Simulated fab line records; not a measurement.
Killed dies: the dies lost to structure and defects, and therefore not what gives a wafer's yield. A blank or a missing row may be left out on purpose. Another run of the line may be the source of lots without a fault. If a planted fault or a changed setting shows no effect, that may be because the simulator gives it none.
2 desks, one fault	flow gf180mcu	only its own numbers are on each desk; what lay behind them is given at the end

TOOL OWNER'S DESK, pvdSputter-04
The tool's own readings at GF_CONTACT_SPUTTER_22 (material Ti, target thk 15 nm, time 80.02 s): means of the sampled wafers that have a number, for each lot that ran on this tool. If a lot's mean is further than 4 standard deviations from the usual mean, the lot is out of limits and carries the mark OUT (the distance appears in the brackets).
Columns: A = substrateTempC at GF_CONTACT_SPUTTER_22, usual 200.01 C; B = throttleValvePct at GF_CONTACT_SPUTTER_22, usual 30.2 %
lot	first seen here	A	B
L620	day 16 18:41	200.03	31.0
L635	day 22 07:46	199.88	30.1
L637	day 22 22:29	200.07	29.9
Result from this desk: across the 3 lots, nothing is out of limits.

AT THE METROLOGY DESK
Means of the sampled wafers that have a number, per lot and without regard to the tool the lot ran on: this is what the gauges read. If a lot's mean is further than 4 standard deviations from the usual mean, the lot is out of limits and carries the mark OUT (the distance appears in the brackets).
Columns: A = cdNm at GF_CONTACT_CD_MEAS_14, usual 219.5 nm; B = CONTACT_OVL at GF_CONTACT_OVL_MEAS_15, usual 2 nm
lot	first seen here	A	B
L620	day 16 18:04	218.8	-8
L621	day 17 06:01	220.8	3
L635	day 22 07:10	218.0	-4
L637	day 22 21:53	220.7	3
L639	day 23 13:49	220.2	4
L641	day 24 09:04	219.8	-3
Result from this desk: across the 6 lots, nothing is out of limits.

ALL TOGETHER
The tool owner's desk saw nothing out of limits.
The metrology desk saw nothing out of limits.

WHAT WAS PUT IN BY THE SIMULATOR
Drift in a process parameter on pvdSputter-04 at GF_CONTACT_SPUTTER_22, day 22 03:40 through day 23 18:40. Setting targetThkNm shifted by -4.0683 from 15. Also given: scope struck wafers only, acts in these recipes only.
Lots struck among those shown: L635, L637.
